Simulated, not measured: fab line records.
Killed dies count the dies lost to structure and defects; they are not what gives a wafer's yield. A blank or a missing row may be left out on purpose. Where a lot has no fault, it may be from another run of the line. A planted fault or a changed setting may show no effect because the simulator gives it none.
Chamber matching / flow sky130 / SKY_FIELD_ISO_CMP_27 on cmp-01 has 4 sister chambers
The step polishes, stops on Si3N4, t overpolish 16 s, target thk 457.8 nm. 16 wafers are shown with their chamber, then 8 later ones without.

== WAFERS PAIRED WITH THEIR CHAMBERS ==
wafer=L343.2; chamber=1; motor current A (A)=14.2; overpolish run s (s)=15.997; time to endpoint s (s)=112
wafer=L343.3; chamber=2; motor current A (A)=12.4; overpolish run s (s)=16.011; time to endpoint s (s)=110
wafer=L343.6; chamber=1; motor current A (A)=13.8; overpolish run s (s)=15.999; time to endpoint s (s)=115
wafer=L345.2; chamber=1; motor current A (A)=13.2; overpolish run s (s)=15.990; time to endpoint s (s)=113
wafer=L345.4; chamber=0; motor current A (A)=11.6; overpolish run s (s)=15.995; time to endpoint s (s)=115
wafer=L345.5; chamber=0; motor current A (A)=10.9; overpolish run s (s)=16.014; time to endpoint s (s)=109
wafer=L346.2; chamber=2; motor current A (A)=12.2; overpolish run s (s)=16.008; time to endpoint s (s)=113
wafer=L346.3; chamber=3; motor current A (A)=14.3; overpolish run s (s)=16.000; time to endpoint s (s)=116
wafer=L346.6; chamber=0; motor current A (A)=11.8; overpolish run s (s)=16.012; time to endpoint s (s)=115
wafer=L348.2; chamber=2; motor current A (A)=11.6; overpolish run s (s)=16.012; time to endpoint s (s)=107
wafer=L348.5; chamber=2; motor current A (A)=11.7; overpolish run s (s)=15.999; time to endpoint s (s)=110
wafer=L348.6; chamber=3; motor current A (A)=14.5; overpolish run s (s)=15.998; time to endpoint s (s)=112
wafer=L355.3; chamber=1; motor current A (A)=14.3; overpolish run s (s)=16.000; time to endpoint s (s)=117
wafer=L355.5; chamber=3; motor current A (A)=14.4; overpolish run s (s)=15.996; time to endpoint s (s)=115
wafer=L355.6; chamber=0; motor current A (A)=11.4; overpolish run s (s)=16.013; time to endpoint s (s)=114
wafer=L356.2; chamber=0; motor current A (A)=11.4; overpolish run s (s)=15.991; time to endpoint s (s)=107

SIGNATURES, as means of the wafers listed above
reading=motor current A; chamber 0=11.420; chamber 1=13.875; chamber 2=11.975; chamber 3=14.400; scatter within a chamber=0.372
reading=overpolish run s; chamber 0=16.00500; chamber 1=15.99650; chamber 2=16.00750; chamber 3=15.99800; scatter within a chamber=0.00744
reading=time to endpoint s; chamber 0=112.00; chamber 1=114.25; chamber 2=110.00; chamber 3=114.33; scatter within a chamber=2.85
Rule: a wafer's distance from a chamber is the root of the sum, over the readings, of the square of ((its reading less the chamber's mean) divided by the reading's scatter). If the next closest chamber is less than 2 further off than the closest, the wafer can't be placed; otherwise it belongs to the closest. The scatter: take each reading less its chamber's mean, square it, sum over the shown wafers, divide by the number of wafers less the number of chambers, and take the root.

== WAFERS WITH NO CHAMBER GIVEN ==
wafer=L356.3; motor current A (A)=13.4; overpolish run s (s)=15.990; time to endpoint s (s)=109
wafer=L356.6; motor current A (A)=11.3; overpolish run s (s)=15.993; time to endpoint s (s)=107
wafer=L360.3; motor current A (A)=14.3; overpolish run s (s)=16.000; time to endpoint s (s)=116
wafer=L360.4; motor current A (A)=13.8; overpolish run s (s)=16.007; time to endpoint s (s)=120
wafer=L360.5; motor current A (A)=11.8; overpolish run s (s)=15.995; time to endpoint s (s)=114
wafer=L366.3; motor current A (A)=11.0; overpolish run s (s)=15.991; time to endpoint s (s)=112
wafer=L366.4; motor current A (A)=12.1; overpolish run s (s)=15.997; time to endpoint s (s)=112
wafer=L366.5; motor current A (A)=11.3; overpolish run s (s)=16.013; time to endpoint s (s)=114

== THE CHAMBER EACH PASSED THROUGH ==
wafer=L356.3; from the rows above=can't be placed: 1 or 3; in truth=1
wafer=L356.6; from the rows above=can't be placed: 0 or 2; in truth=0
wafer=L360.3; from the rows above=can't be placed: 3 or 1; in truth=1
wafer=L360.4; from the rows above=can't be placed: 1 or 3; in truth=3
wafer=L360.5; from the rows above=can't be placed: 0 or 2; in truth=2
wafer=L366.3; from the rows above=can't be placed: 0 or 2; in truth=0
wafer=L366.4; from the rows above=can't be placed: 2 or 0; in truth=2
wafer=L366.5; from the rows above=can't be placed: 0 or 2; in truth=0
Correctly placed: 0 of 8. Can't be placed from these rows: 8 (the true chamber is among the candidates in 8). Number placed wrongly: 0.
